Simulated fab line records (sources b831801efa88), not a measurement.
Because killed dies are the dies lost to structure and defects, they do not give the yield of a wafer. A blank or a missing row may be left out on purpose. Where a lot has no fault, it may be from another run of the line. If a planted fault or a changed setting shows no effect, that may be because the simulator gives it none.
Comparing a struck lot with a sound one :: flow sfq line :: 14 out of 325 route steps
Sound: the wafers L388.1, L388.2, L388.6. Wafers struck: L397.1, L397.2, L397.4. The cause comes at the end.
Per side, at each step with rows, come the tool, then ch with its chambers, and then its first start. Under that, the readings that differ: sound wafers :: struck wafers :: difference of the means :: sigmas: that difference in standard deviations of wafers without a fault.
alike: same words and numbers on both sides, and readings whose means sit less than 2 such deviations apart. not compared: any withheld reading, any reading some wafer has no value for, any bound like >300 that may hide the same value, and any number with overlapping values for which the record gives no deviation.
Wherever a step has rows on one side only, a row that says differs or no value, or a row with sigmas, the two part there. When numbers do not overlap yet have no deviation, they are printed without sigmas and do not part them. A reading missing from all wafers of one side parts the sides only when that side holds two or more wafers.

first, 2 steps without rows for these wafers: SFQ_TRILAYER_I5_LITHO_PEB_147 (peb time 60 s); SFQ_TRILAYER_I5_LITHO_DEVELOP_146 (time 60 s).
SFQ_I5_OVL_MEAS_936:
  struck on overlay-01, day 68 18:37; sound on overlay-01, day 60 11:04
  alike: I5_OVL
SFQ_TRILAYER_I5_BARC_OPEN_VIA_ETCH_200: etches BARC in O2, target depth 125 nm, time 41.7 s.
  sound on rie diel-03 ch 0,2,3, day 60 11:07; struck on rie diel-04 ch 1,2,3, day 68 18:38
  alike: bias w, drypump motor current A, oes product au
  not compared: rf hours counter h
SFQ_TRILAYER_I5_ETCH_VIA_ETCH_147: etches the open film in CHF3, stops on Nb, target depth 360 nm.
  sound on rie diel-03 ch 0,2,3, day 60 11:09; struck on rie diel-04 ch 1,2,3, day 68 18:41
  alike: bias w, drypump motor current A, oes product au
SFQ_TRILAYER_I5_STRIP_STRIP_148: strips in O2.
  sound on rie metal-01 ch 0,1, day 60 11:18; struck on rie metal-01 ch 0,1, day 68 18:50
  alike: drypump motor current A, oes product au
  not compared: rf hours counter h
then, 6 steps without rows for these wafers: SFQ_TRILAYER_I5_STRIP_SOLV_CLEAN_149 (cleans in NMP, time 600 s); SFQ_TRILAYER_C5_LITHO_COAT_156 (resist thk 62 nm); SFQ_TRILAYER_C5_LITHO_COAT_151 (resist thk 650 nm); SFQ_TRILAYER_C5_LITHO_SOFTBAKE_155; SFQ_TRILAYER_C5_LITHO_EXPOSE_152 (exposes mask C5, target cd 500 nm); SFQ_TRILAYER_C5_LITHO_PEB_154 (peb time 60 s).
-- the record jumps here: 3 days lie between the struck wafers' starts before and after --
SFQ_TRILAYER_C5_LITHO_DEVELOP_153: time 60 s.
  sound on litho track-03 ch 0, day 61 06:50; struck on litho track-04, day 71 12:26
  no value came back on the struck wafers for chill plate temp C (C), exhaust pa (Pa); on the sound wafers chill plate temp C (C) reads 23.09 23.26 22.99
reading: model.KrF_of_TRILAYER_C5_LITHO_COAT_151.thk nm (nm)
sound: 626.3 627.9 629.8
struck: 651.1 650.2 650.7
difference: +22.7
sigmas: 
SFQ_C5_OVL_MEAS_937:
  struck on overlay-02, day 71 12:35; sound on overlay-02, day 61 06:59
reading: C5_OVL (nm)
sound: 4 5 6
struck: - - -
difference: no value on the struck wafers
sigmas: 

== WHERE THEY PART ==
Last at SFQ_C5_OVL_MEAS_937 as far as this record goes, first at SFQ_TRILAYER_C5_LITHO_DEVELOP_153.

WHY: whatever the simulator had introduced
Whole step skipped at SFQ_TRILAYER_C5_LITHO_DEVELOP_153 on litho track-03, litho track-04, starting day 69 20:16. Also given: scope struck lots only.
